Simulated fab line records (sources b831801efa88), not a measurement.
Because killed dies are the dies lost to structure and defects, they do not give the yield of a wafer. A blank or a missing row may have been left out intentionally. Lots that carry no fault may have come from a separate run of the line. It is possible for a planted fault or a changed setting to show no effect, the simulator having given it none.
fab line records ; flow sfq-line
[record] lots = 13; wafers = 39; last-day = 78
route steps=325 shown I3@135 A5B@211 I5@229
lots that met no fault: taken from a fault-free run of the same line
start-h: the number of hours between the record's first day and the start of the first shown wafer of the lot ; wait-h: hours since the lot's step before ; " the same as in the row above ; L1.1+2: one row covering several wafers at once ; - no value present, or no start provided ; * or withheld: withheld ; < > ~ a bound
route shown NAME@n: names a module that has steps shown in the file, with the first one's number in the route ; usual: mean and standard deviation over wafers with no fault ; same: alike in all rows ; chamber/n: place in a boat ; sites: the reading at each site ; _std_site: the values' standard deviation ; _edge_site: outer sites' mean less inner sites' ; radius-mm: for every site, how far away it sits from the centre of the wafer ; mask NAME#n: copy n ; behind: the tool/chamber that last shaped the wafer ; hold: reason for holding the lot/hours on hold/outcome of the hold ; device: the n, p or np transistor that did not switch ; end of line: tests run on the same wafers once the route is complete ; a step with no rows: only its recipe ; killed: at the first sort, the dies lost to defects and structure; wafer yield is something else ; map: dies across one wafer; x = killed, . = not, _ = none there
set.NAME: setting as actually run; set.NAME@STEP: the setting as run at that earlier step ; model.NAME: the simulator's own value behind a step, which no gauge read
route steps across a sampled set of lots; one table per step, one row per wafer
services: when a tool's chamber went out of use (start-h, in hours from the record's first day, below 0 if earlier), for how many hours, and the reason
[[steps]]
[step SFQ_I3_BOW_MEAS_922]
[recipe] mode = bow
[usual] I3_BOW = 3/8.5
lot.wafer;tool;chamber;start-h;wait-h;I3_BOW[um]
L712.1;film-metro-01;-;668.50;1.5;12
L712.2;film-metro-01;-;668.50;1.5;20
L712.6;film-metro-01;-;668.50;1.5;6
L714.2;film-metro-01;-;686.52;2.0;-3
L714.3;film-metro-01;-;686.52;2.0;-5
L714.6;film-metro-01;-;686.52;2.0;3
L715.1;film-metro-02;-;695.09;1.0;4
L715.2;film-metro-02;-;695.09;1.0;-4
L715.3;film-metro-02;-;695.09;1.0;5
L716.3;film-metro-04;-;716.13;1.0;14
L716.5;film-metro-04;-;716.13;1.0;5
L716.6;film-metro-04;-;716.13;1.0;9
L717.1;film-metro-01;-;722.50;2.5;-11
L717.3;film-metro-01;-;722.50;2.5;3
L717.6;film-metro-01;-;722.50;2.5;-16
L718.1;film-metro-02;-;731.09;2.5;11
L718.4;film-metro-02;-;731.09;2.5;17
L718.5;film-metro-02;-;731.09;2.5;13
L720.2;film-metro-04;-;759.52;2.5;10
L720.3;film-metro-04;-;759.52;2.5;10
L720.4;film-metro-04;-;759.52;2.5;7
L723.1;film-metro-01;-;783.50;1.0;4
L723.3;film-metro-01;-;783.50;1.0;4
L723.5;film-metro-01;-;783.50;1.0;11
L726.1;film-metro-04;-;798.50;1.5;6
L726.3;film-metro-04;-;798.50;1.5;22
L726.4;film-metro-04;-;798.50;1.5;15
L728.1;film-metro-04;-;828.50;2.0;7
L728.3;film-metro-04;-;828.50;2.0;17
L728.6;film-metro-04;-;828.50;2.0;6
L731.2;film-metro-04;-;855.52;1.5;-5
L731.4;film-metro-04;-;855.52;1.5;7
L731.6;film-metro-04;-;855.52;1.5;-4
L734.3;film-metro-04;-;876.54;1.0;2
L734.4;film-metro-04;-;876.54;1.0;9
L734.6;film-metro-04;-;876.54;1.0;-6
L735.3;film-metro-01;-;883.53;1.5;8
L735.4;film-metro-01;-;883.53;1.5;-13
L735.6;film-metro-01;-;883.53;1.5;4
[step SFQ_TRILAYER_I3_VIA_STRIP_STRIP_089]
[recipe] gas = O2; power-w = 200; platen-temp-c = 40; overash-fraction = 0.65; chemistry = O2; pressure-mtorr = 50
[usual] drypump-motor-current-A = 6.1/0.32; oes-product-au = 0.997/0.0093
lot.wafer;tool;chamber;start-h;wait-h;drypump-motor-current-A;oes-product-au;rf-hours-counter-h
L712.1;rie-metal-03;1;754.10;-;6.6;1.011;79
L712.2;rie-metal-03;0;754.10;-;5.9;0.988;124
L712.6;rie-metal-03;1;754.10;-;6.5;1.001;-
L714.2;rie-metal-01;1;769.25;-;6.3;0.989;110
L714.3;rie-metal-01;0;769.25;-;6.2;0.976;-
L714.6;rie-metal-01;1;769.25;-;6.3;0.989;-
L715.1;rie-metal-01;1;782.47;-;6.3;1.003;111
L715.2;rie-metal-01;0;782.47;-;6.2;0.993;137
L715.3;rie-metal-01;0;782.47;-;6.2;0.989;-
L716.3;rie-metal-03;1;799.47;-;6.6;1.002;-
L716.5;rie-metal-03;0;799.47;-;5.9;0.997;-
L716.6;rie-metal-03;1;799.47;-;6.6;0.998;-
L717.1;rie-metal-03;0;804.07;-;5.9;0.991;133
L717.3;rie-metal-03;0;804.07;-;5.9;0.988;-
L717.6;rie-metal-03;0;804.07;-;5.9;0.997;-
L718.1;rie-metal-01;0;814.44;-;6.2;0.986;143
L718.4;rie-metal-01;0;814.44;-;6.2;1.001;-
L718.5;rie-metal-01;1;814.44;-;6.3;1.000;-
L720.2;rie-metal-02;0;838.44;-;5.5;0.996;52
L720.3;rie-metal-02;0;838.44;-;5.6;1.004;-
L720.4;rie-metal-02;1;838.44;-;5.8;1.003;-
L723.1;rie-metal-01;1;864.16;-;6.3;0.981;126
L723.3;rie-metal-01;1;864.16;-;6.3;0.985;-
L723.5;rie-metal-01;0;864.16;-;6.2;0.993;-
L726.1;rie-metal-02;0;880.96;-;5.6;1.012;60
L726.3;rie-metal-02;0;880.96;-;5.6;0.995;-
L726.4;rie-metal-02;1;880.96;-;5.8;1.000;-
L728.1;rie-metal-01;1;909.56;-;6.3;1.005;135
L728.3;rie-metal-01;0;909.56;-;6.2;0.986;-
L728.6;rie-metal-01;1;909.56;-;6.3;1.001;-
L731.2;rie-metal-02;0;935.96;-;5.5;0.998;71
L731.4;rie-metal-02;0;935.96;-;5.5;1.000;-
L731.6;rie-metal-02;1;935.96;-;5.8;0.999;-
L734.3;rie-metal-02;0;954.91;-;5.6;0.991;-
L734.4;rie-metal-02;1;954.91;-;5.8;1.000;-
L734.6;rie-metal-02;0;954.91;-;5.6;0.986;-
L735.3;rie-metal-01;0;962.11;-;6.2;1.001;-
L735.4;rie-metal-01;1;962.11;-;6.3;0.989;-
L735.6;rie-metal-01;0;962.11;-;6.2;0.996;-
[step SFQ_TRILAYER_A5B_METRO_MEASURE_131]
[usual] thk-nm = 341/6.1
lot.wafer;tool;chamber;start-h;wait-h;thk-nm
L712.1;film-metro-04;-;1129.20;1.0;337
L712.2;film-metro-04;-;1129.20;1.0;344
L712.6;film-metro-04;-;1129.20;1.0;342
L714.2;film-metro-04;-;1148.71;1.2;338
L714.3;film-metro-04;-;1148.71;1.2;342
L714.6;film-metro-04;-;1148.71;1.2;339
L715.1;film-metro-02;-;1157.63;2.0;343
L715.2;film-metro-02;-;1157.63;2.0;337
L715.3;film-metro-02;-;1157.63;2.0;348
L716.3;film-metro-02;-;1182.14;2.4;333
L716.5;film-metro-02;-;1182.14;2.4;329
L716.6;film-metro-02;-;1182.14;2.4;339
L717.1;film-metro-01;-;1193.74;1.0;331
L717.3;film-metro-01;-;1193.74;1.0;335
L717.6;film-metro-01;-;1193.74;1.0;344
L718.1;film-metro-02;-;1204.38;2.0;348
L718.4;film-metro-02;-;1204.38;2.0;355
L718.5;film-metro-02;-;1204.38;2.0;351
L720.2;film-metro-02;-;1220.94;1.2;337
L720.3;film-metro-02;-;1220.94;1.2;338
L720.4;film-metro-02;-;1220.94;1.2;329
L723.1;film-metro-02;-;1241.45;1.5;336
L723.3;film-metro-02;-;1241.45;1.5;340
L723.5;film-metro-02;-;1241.45;1.5;325
L726.1;film-metro-04;-;1253.68;1.5;338
L726.3;film-metro-04;-;1253.68;1.5;342
L726.4;film-metro-04;-;1253.68;1.5;344
L728.1;film-metro-02;-;1271.38;2.0;346
L728.3;film-metro-02;-;1271.38;2.0;334
L728.6;film-metro-02;-;1271.38;2.0;344
L731.2;film-metro-01;-;1292.76;1.2;333
L731.4;film-metro-01;-;1292.76;1.2;339
L731.6;film-metro-01;-;1292.76;1.2;337
L734.3;film-metro-01;-;1301.96;1.4;345
L734.4;film-metro-01;-;1301.96;1.4;339
L734.6;film-metro-01;-;1301.96;1.4;347
L735.3;film-metro-02;-;1308.05;1.9;345
L735.4;film-metro-02;-;1308.05;1.9;350
L735.6;film-metro-02;-;1308.05;1.9;355
[step SFQ_TRILAYER_I5_LITHO_COAT_149]
[recipe] resist = BARC; spin-rpm = 3000; resist-thk-nm = 62
lot.wafer;tool;chamber;start-h;wait-h
L712.1+2+6;litho-track-02;0;1180.52;0.0
L714.2+3+6;litho-track-04;0;1202.27;0.1
L715.1+2+3;litho-track-01;0;1209.45;0.0
L716.3+5+6;litho-track-02;0;1234.52;0.1
L717.1+3+6;litho-track-04;0;1242.82;0.0
L718.1+4+5;litho-track-02;0;1256.19;0.0
L720.2+3+4;litho-track-02;0;1277.30;0.1
L723.1+3+5;litho-track-04;0;1301.20;0.0
L726.1+3+4;litho-track-02;0;1314.37;0.0
L728.1+3+6;litho-track-01;0;1333.12;0.0
L731.2+4+6;litho-track-04;0;1353.57;0.1
L734.3+4+6;litho-track-01;0;1364.42;0.1
L735.3+4+6;litho-track-04;0;1372.92;0.1
[step SFQ_TRILAYER_I5_BARC_OPEN_VIA_ETCH_200]
[recipe] mask-material = PR; chemistry = O2; target-depth-nm = 125; target = BARC; source-w = 500; bias-w = 80; pressure-mtorr = 30; time-s = 41.7
[usual] bias-w = 80.00/0.24; drypump-motor-current-A = 5.9/0.53; oes-product-au = 0.686/0.0051; rf-fwd-power-W = 493.8/2.1
lot.wafer;tool;chamber;start-h;wait-h;bias-w;drypump-motor-current-A;oes-product-au;rf-fwd-power-W;rf-hours-counter-h
L712.1;rie-diel-02;2;1238.83;0.0;80.05;5.8;0.689;496.8;9
L712.2;rie-diel-02;3;1238.83;0.0;79.80;6.8;0.683;495.4;8
L712.6;rie-diel-02;0;1238.83;0.0;80.05;5.6;0.685;494.1;-
L714.2;rie-diel-02;1;1258.03;0.0;79.76;5.5;0.684;490.8;1
L714.3;rie-diel-02;2;1258.03;0.0;79.72;5.8;0.699;495.9;9
L714.6;rie-diel-02;3;1258.03;0.0;79.96;6.8;0.694;494.3;-
L715.1;rie-diel-04;2;1262.83;0.0;80.09;6.7;0.691;494.5;5
L715.2;rie-diel-04;1;1262.83;0.0;80.15;5.6;0.688;494.1;16
L715.3;rie-diel-04;3;1262.83;0.0;79.87;5.7;0.695;498.2;19
L716.3;rie-diel-03;2;1283.23;0.0;79.97;6.3;0.684;494.3;17
L716.5;rie-diel-03;1;1283.23;0.0;79.86;6.4;0.686;489.5;-
L716.6;rie-diel-03;3;1283.23;0.0;79.65;4.9;0.689;491.7;-
L717.1;rie-diel-03;1;1289.23;0.0;79.95;6.3;0.684;491.3;9
L717.3;rie-diel-03;3;1289.23;0.0;79.73;4.9;0.693;490.1;15
L717.6;rie-diel-03;3;1289.23;0.0;79.50;4.9;0.682;492.5;-
L718.1;rie-diel-02;3;1298.83;0.0;80.08;6.7;0.682;495.3;9
L718.4;rie-diel-02;1;1298.83;0.0;79.89;5.6;0.688;492.9;2
L718.5;rie-diel-02;1;1298.83;0.0;80.02;5.5;0.682;494.4;-
L720.2;rie-diel-03;1;1319.66;0.0;79.85;6.4;0.673;487.9;10
L720.3;rie-diel-03;3;1319.66;0.0;80.53;4.9;0.684;491.1;16
L720.4;rie-diel-03;2;1319.66;0.0;79.92;6.2;0.679;495.7;18
L723.1;rie-diel-03;0;1337.66;0.0;80.52;6.3;0.680;493.4;1
L723.3;rie-diel-03;2;1337.66;0.0;79.80;6.3;0.682;496.6;18
L723.5;rie-diel-03;3;1337.66;0.0;80.16;4.9;0.681;491.4;-
L726.1;rie-diel-03;2;1347.26;0.0;79.41;6.3;0.666;496.9;18
L726.3;rie-diel-03;3;1347.26;0.0;80.29;4.9;0.683;494.5;16
L726.4;rie-diel-03;1;1347.26;0.0;80.13;6.3;0.675;493.0;10
L728.1;rie-diel-03;1;1361.46;0.0;80.12;6.4;0.679;489.2;11
L728.3;rie-diel-03;0;1361.46;0.0;80.08;6.2;0.687;494.3;1
L728.6;rie-diel-03;1;1361.46;0.0;80.06;6.4;0.692;493.3;-
L731.2;rie-diel-02;3;1379.46;0.0;79.89;6.8;0.688;494.6;10
L731.4;rie-diel-02;2;1379.46;0.0;79.69;5.8;0.690;496.3;11
L731.6;rie-diel-02;1;1379.46;0.0;80.01;5.5;0.682;494.4;-
L734.3;rie-diel-02;2;1390.36;0.0;80.07;5.8;0.680;493.1;12
L734.4;rie-diel-02;1;1390.36;0.0;80.39;5.5;0.686;493.8;3
L734.6;rie-diel-02;0;1390.36;0.0;80.20;5.6;0.681;495.7;-
L735.3;rie-diel-02;1;1395.91;0.0;80.28;5.5;0.690;492.6;3
L735.4;rie-diel-02;0;1395.91;0.0;79.80;5.6;0.678;493.1;19
L735.6;rie-diel-02;1;1395.91;0.0;80.59;5.5;0.684;493.3;-
[[services]]
tool;chamber;start-h;hours;kind
film-metro-02;-;766.31;3.3;repair
rie-diel-02;0;803.49;4.2;repair
rie-diel-03;-;807.06;2.8;pm
film-metro-02;-;807.87;4.7;pm
film-metro-02;-;819.10;1.2;pm
film-metro-02;-;820.85;0.4;pm
rie-diel-02;3;850.09;2.0;repair
rie-diel-03;2;864.69;9.1;repair
film-metro-02;-;944.75;2.4;pm
rie-diel-02;-;971.02;28.1;pm
film-metro-02;-;974.27;5.1;pm
rie-diel-03;-;1006.47;0.3;repair
rie-diel-03;1;1015.46;4.2;repair
rie-diel-03;-;1016.73;0.4;repair
film-metro-02;-;1064.10;1.1;pm
film-metro-02;-;1065.85;0.5;pm
rie-diel-02;1;1090.86;1.4;repair
rie-diel-02;3;1113.33;8.9;repair
film-metro-02;-;1118.56;0.3;pm
film-metro-02;-;1189.75;0.2;pm
film-metro-02;-;1246.08;1.9;pm
film-metro-02;-;1309.10;1.5;pm
film-metro-02;-;1311.97;1.6;pm
film-metro-02;-;1382.22;32.0;pm
[[key]]
[first-sign] step = SFQ_TRILAYER_I5_BARC_OPEN_VIA_ETCH_200; reading = oes-product-au; direction = down; sigmas = 2.9; usual = 0.686; struck = 0.671
effect none on later readings
met-at SFQ_TRILAYER_I5_LITHO_COAT_149
struck-lots L726
struck-wafers L726.1,L726.4
not-acting-at SFQ_I3_BOW_MEAS_922,SFQ_TRILAYER_I3_VIA_STRIP_STRIP_089,SFQ_TRILAYER_A5B_METRO_MEASURE_131
onset-between 1277.30 1314.37
[fault] kind = process-parameter-drift; tool = litho-track-02; chamber = -; onset-h = 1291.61; steps = SFQ_TRILAYER_I5_LITHO_COAT_149; channel = resist-thk-nm; offset = -2.7974; shape = step; end-h = 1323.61; scope = struck-wafers-only; acts-in = these-recipes-only; stated = 62
